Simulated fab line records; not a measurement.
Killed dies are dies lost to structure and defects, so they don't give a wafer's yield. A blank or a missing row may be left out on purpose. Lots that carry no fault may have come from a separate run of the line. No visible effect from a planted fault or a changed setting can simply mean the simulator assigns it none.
Which of the tools did it? | flow gf180mcu | 13 lots with 39 wafers sampled at 5 steps, on a route of 602 steps

== WHAT EACH GAUGE READ, for each wafer ==
GF_CONTACT_OVL_MEAS_15.
lot  | measured     | on         | CONTACT_OVL (nm)
L904 | day 16 05:11 | overlay-01 | -5 -2 -3
L905 | day 16 09:05 | overlay-02 | -6 -2 0
L906 | day 16 18:17 | overlay-02 | 7 7 1
L908 | day 17 09:58 | overlay-02 | -6 3 -2
L911 | day 18 18:19 | overlay-02 | -4 -13 -4
L913 | day 19 12:14 | overlay-01 | 4 -1 1
L915 | day 20 02:35 | overlay-02 | 7 -2 7
L916 | day 20 16:58 | overlay-01 | 9 -6 2
L918 | day 21 23:40 | overlay-01 | -3 1 2
L920 | day 22 10:16 | overlay-02 | -5 -1 2
L921 | day 22 12:26 | overlay-02 | -1 -13 -5
L925 | day 23 21:52 | overlay-01 | -5 -5 4
L927 | day 24 18:28 | overlay-02 | -3 -7 -12

GF_CONTACT_RS_MEAS_25: the measuring method here is four-point-probe.
lot  | measured     | on            | CONTACT_W_RS (ohm/sq)
L904 | day 16 05:55 | film_metro-04 | 0.385 0.387 0.379
L905 | day 16 09:47 | film_metro-02 | 0.377 0.383 0.371
L906 | day 16 19:04 | film_metro-02 | 0.380 0.373 0.376
L908 | day 17 10:40 | film_metro-02 | 0.373 0.374 0.390
L911 | day 18 19:02 | film_metro-01 | 0.379 0.386 0.394
L913 | day 19 12:56 | film_metro-01 | 0.374 0.383 0.383
L915 | day 20 03:19 | film_metro-04 | 0.378 0.376 0.380
L916 | day 20 17:40 | film_metro-01 | 0.377 0.394 0.378
L918 | day 22 00:22 | film_metro-02 | 0.383 0.374 0.371
L920 | day 22 10:59 | film_metro-04 | 0.375 0.378 0.386
L921 | day 22 13:15 | film_metro-02 | 0.391 0.376 0.391
L925 | day 23 22:49 | film_metro-01 | 0.372 0.388 0.375
L927 | day 24 19:10 | film_metro-02 | 0.391 0.380 0.396

== WHAT TOOL EACH LOT RAN ON (gives the tool, then ch and the chambers of the sampled wafers, and finally the start) ==
lot  | GF_SAB_COAT_04                    | GF_SAB_STRIP_13                      | GF_CONTACT_ETCH_16
L904 | litho_track-04 ch 0, day 14 18:27 | plasma_asher-01 ch 0,1, day 15 05:59 | rie_diel-04 ch 1,2,3, day 16 05:13
L905 | litho_track-04 ch 0, day 14 22:43 | plasma_asher-03 ch 0,1, day 15 10:16 | rie_diel-04 ch 0,2,3, day 16 09:07
L906 | litho_track-04 ch 0, day 15 06:45 | plasma_asher-04 ch 0,1, day 15 17:49 | rie_diel-03 ch 0,2,3, day 16 18:19
L908 | litho_track-03 ch 0, day 15 22:18 | plasma_asher-04 ch 0,1, day 16 09:40 | rie_diel-04 ch 0,1,3, day 17 10:01
L911 | litho_track-04 ch 0, day 17 04:33 | plasma_asher-03 ch 0,1, day 17 16:40 | rie_diel-03 ch 0,1,2, day 18 18:22
L913 | litho_track-01 ch 0, day 17 21:54 | plasma_asher-04 ch 0,1, day 18 10:19 | rie_diel-02 ch 1,2,3, day 19 12:16
L915 | litho_track-03 ch 0, day 18 12:30 | plasma_asher-04 ch 0,1, day 19 00:31 | rie_diel-02 ch 1,3, day 20 02:37
L916 | litho_track-04 ch 0, day 19 02:51 | plasma_asher-04 ch 0,1, day 19 15:27 | rie_diel-02 ch 1,3, day 20 17:00
L918 | litho_track-03 ch 0, day 20 09:27 | plasma_asher-04 ch 0,1, day 20 21:57 | rie_diel-02 ch 1,3, day 21 23:42
L920 | litho_track-01 ch 0, day 20 19:42 | plasma_asher-04 ch 0, day 21 08:28   | rie_diel-03 ch 0,1,3, day 22 10:18
L921 | litho_track-03 ch 0, day 20 22:19 | plasma_asher-03 ch 0,1, day 21 11:07 | rie_diel-03 ch 0,1,3, day 22 12:28
L925 | litho_track-04 ch 0, day 22 10:45 | plasma_asher-04 ch 0,1, day 22 22:16 | rie_diel-04 ch 0,1,2, day 23 21:54
L927 | litho_track-04 ch 0, day 23 06:27 | plasma_asher-01 ch 0,1, day 23 18:19 | rie_diel-04 ch 1,2,3, day 24 18:30
- GF_SAB_COAT_04: resist thk 1000 nm.
- GF_SAB_STRIP_13: strips in O2/N2.
- GF_CONTACT_ETCH_16: etches BARC in N2/H2.

== WHAT THE TOOLS THEMSELVES READ (means of the sampled wafers that have a number; where no wafer has one, the mark that the record gives instead) ==
GF_SAB_STRIP_13.
lot  | tool            | drypump_motor_current_A (A) | heater_power_w (W) | o2_flow_sccm (sccm) | oes_product_au (a.u.) | strip_time_to_endpoint_s (s)
L904 | plasma_asher-01 | 5.1                         | 360                | 2997                | 0.709                 | 12.55
L905 | plasma_asher-03 | 5.6                         | 316                | 2991                | 0.707                 | 12.64
L906 | plasma_asher-04 | 5.9                         | 336                | 2998                | 0.710                 | 12.61
L908 | plasma_asher-04 | 5.9                         | 333                | 3001                | 0.713                 | 12.60
L911 | plasma_asher-03 | 5.6                         | 314                | 3008                | 0.710                 | 12.60
L913 | plasma_asher-04 | 5.9                         | 336                | 2989                | 0.705                 | 12.64
L915 | plasma_asher-04 | 6.2                         | 325                | 3002                | 0.711                 | 12.57
L916 | plasma_asher-04 | 5.9                         | 321                | 3000                | 0.713                 | 12.58
L918 | plasma_asher-04 | 5.9                         | 325                | 2989                | 0.709                 | 12.08
L920 | plasma_asher-04 | 5.7                         | 326                | 2990                | 0.710                 | 12.58
L921 | plasma_asher-03 | 5.6                         | 307                | 3002                | 0.709                 | 12.03
L925 | plasma_asher-04 | 6.0                         | 323                | 2998                | 0.712                 | 12.58
L927 | plasma_asher-01 | 5.1                         | 367                | 3002                | 0.706                 | 12.62

GF_CONTACT_ETCH_16.
lot  | tool        | drypump_motor_current_A (A) | h2_flow_sccm (sccm) | oes_product_au (a.u.) | throttle_valve_pct (%)
L904 | rie_diel-04 | 6.2                         | 200.7               | 0.857                 | 13.226
L905 | rie_diel-04 | 5.8                         | 200.0               | 0.854                 | 13.217
L906 | rie_diel-03 | 5.7                         | 200.1               | 0.851                 | 13.224
L908 | rie_diel-04 | 5.8                         | 200.8               | 0.854                 | 13.223
L911 | rie_diel-03 | 6.0                         | 199.8               | 0.851                 | 13.225
L913 | rie_diel-02 | 5.2                         | 199.5               | 0.854                 | 13.220
L915 | rie_diel-02 | 5.1                         | 200.2               | 0.852                 | 13.220
L916 | rie_diel-02 | 5.1                         | 199.7               | 0.853                 | 13.223
L918 | rie_diel-02 | 5.1                         | 200.5               | 0.858                 | 13.216
L920 | rie_diel-03 | 5.5                         | 199.8               | 0.852                 | 13.225
L921 | rie_diel-03 | 5.5                         | 200.0               | 0.853                 | 13.233
L925 | rie_diel-04 | 5.7                         | 200.1               | 0.855                 | 13.230
L927 | rie_diel-04 | 6.2                         | 199.6               | 0.855                 | 13.221

== THE ANSWER, worked out from the rows above alone ==
Rule: usual is defined by the lots themselves. Put in order of their means at a reading, lots are off if they are a third of the lots or fewer, leave a main group of 4 or more, and stand apart from it by a gap of 3 or more times the standard deviation of the main group's means; of several such gaps the widest counts. A main group is skipped when, at the precision printed for the reading in the tables above, its means are all equal. A lot without any number at a reading at which 4 lots or more have one is off too. All remaining lots with rows at the step are treated as sound. The gauges are gone through in route order, then the tools' own readings, and for those a lot's mean is taken as printed above. At the first step where some lot is off, the reading lying furthest off is the one used; lots without a number count as furthest.
Off: L918, L921 (GF_SAB_STRIP_13, strip_time_to_endpoint_s). Mean 12.60 s and standard deviation 0.027 in the main group.
If a tool, at that step or one of the process steps before it, ran each lot that is off and ran no sound lot following the first of them, it fits. One candidate fits, namely litho_track-03 at GF_SAB_COAT_04. Its last sound lot is L915 (day 18 12:30), its first lot that is off L918 (day 20 09:27): a fault that began between those two fits.

== WHAT THE SIMULATOR HAD INSERTED ==
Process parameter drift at GF_SAB_COAT_04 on litho_track-03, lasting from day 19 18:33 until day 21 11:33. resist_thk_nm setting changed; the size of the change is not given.
Shown lots that were struck: L918, L921. Same finding as the rule above.
